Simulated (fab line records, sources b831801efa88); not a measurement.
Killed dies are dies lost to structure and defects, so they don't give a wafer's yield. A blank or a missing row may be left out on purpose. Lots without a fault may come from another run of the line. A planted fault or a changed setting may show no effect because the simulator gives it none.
Which tool did it? | flow gf180mcu | 15 lots, 45 wafers sampled, at 2 steps of a route of 602

WHAT THE GAUGES READ, wafer by wafer
GF_M4_RS_MEAS_05: measures by four-point-probe. Usual: M4_ALCU_RS 0.0699 ohm/sq, standard deviation 0.001.
lot  | measured     | on            | M4_ALCU_RS (ohm/sq)  | flag
L680 | day 22 14:20 | film_metro-02 | 0.0708 0.0699 0.0706 |
L681 | day 22 19:32 | film_metro-02 | 0.0702 0.0699 0.0718 |
L682 | day 23 08:04 | film_metro-02 | 0.0694 0.0700 0.0697 |
L683 | day 23 19:18 | film_metro-02 | 0.0701 0.0689 0.0698 |
L684 | day 24 01:36 | film_metro-04 | 0.0683 0.0693 0.0692 |
L686 | day 24 14:11 | film_metro-02 | 0.0717 0.0718 0.0708 |
L687 | day 25 00:12 | film_metro-04 | 0.0710 0.0703 0.0695 |
L688 | day 25 09:02 | film_metro-04 | 0.0682 0.0694 0.0681 |
L689 | day 26 03:35 | film_metro-02 | 0.0688 0.0694 0.0687 |
L695 | day 27 15:27 | film_metro-04 | 0.0710 0.0707 0.0705 |
L696 | day 27 21:26 | film_metro-03 | 0.0708 0.0699 0.0709 |
L697 | day 28 06:20 | film_metro-04 | 0.0702 0.0699 0.0703 |
L700 | day 28 20:26 | film_metro-03 | 0.0688 0.0696 0.0694 |
L701 | day 29 02:13 | film_metro-03 | 0.0702 0.0701 0.0702 |
L703 | day 29 19:34 | film_metro-03 | 0.0697 0.0694 0.0694 |

WHICH TOOL RAN EACH LOT (tool, then ch and the chambers of the sampled wafers, then the start)
lot  | GF_M4_SPUTTER_01
L680 | pvd_sputter-04, day 22 14:12
L681 | pvd_sputter-04, day 22 19:23
L682 | pvd_sputter-03, day 23 07:55
L683 | pvd_sputter-02, day 23 19:10
L684 | pvd_sputter-02, day 24 01:29
L686 | pvd_sputter-03, day 24 14:01
L687 | pvd_sputter-04, day 25 00:05
L688 | pvd_sputter-04, day 25 08:55
L689 | pvd_sputter-02, day 26 03:28
L695 | pvd_sputter-03, day 27 15:19
L696 | pvd_sputter-03, day 27 21:19
L697 | pvd_sputter-02, day 28 06:11
L700 | pvd_sputter-04, day 28 20:17
L701 | pvd_sputter-03, day 29 02:04
L703 | pvd_sputter-02, day 29 19:26
- GF_M4_SPUTTER_01: material TiN, target thk 30 nm, time 25 s.

WHAT THE TOOLS THEMSELVES READ (means of the sampled wafers that have a number; where no wafer has one, the mark that the record gives instead)
GF_M4_SPUTTER_01. Usual: throttle_valve_pct 30.5 %, standard deviation 1.
lot  | tool           | throttle_valve_pct (%) | flag
L680 | pvd_sputter-04 | 29.8                   |
L681 | pvd_sputter-04 | 29.4                   |
L682 | pvd_sputter-03 | 29.2                   |
L683 | pvd_sputter-02 | 31.6                   |
L684 | pvd_sputter-02 | 30.9                   |
L686 | pvd_sputter-03 | 29.8                   |
L687 | pvd_sputter-04 | 29.6                   |
L688 | pvd_sputter-04 | 29.7                   |
L689 | pvd_sputter-02 | 30.8                   |
L695 | pvd_sputter-03 | 29.3                   |
L696 | pvd_sputter-03 | 29.9                   |
L697 | pvd_sputter-02 | 30.9                   |
L700 | pvd_sputter-04 | 29.7                   |
L701 | pvd_sputter-03 | 29.8                   |
L703 | pvd_sputter-02 | 31.7                   |

THE ANSWER, worked out from the rows above alone
Rule: a lot is off if the mean of its wafers that have a number lies more than 3 standard deviations from the usual mean. A lot without any number at a reading at which 4 lots or more have one is off too. The other lots that the step has rows for count as sound. The gauges are gone through in route order, then the tools' own readings, and for those a lot's mean is taken as printed above. The first step at which some lot is off is used, and at that step the reading that is off furthest; a lot without a number counts as furthest.
No lot is off at any reading shown: from this, nothing can be told.

WHAT THE SIMULATOR HAD PUT IN
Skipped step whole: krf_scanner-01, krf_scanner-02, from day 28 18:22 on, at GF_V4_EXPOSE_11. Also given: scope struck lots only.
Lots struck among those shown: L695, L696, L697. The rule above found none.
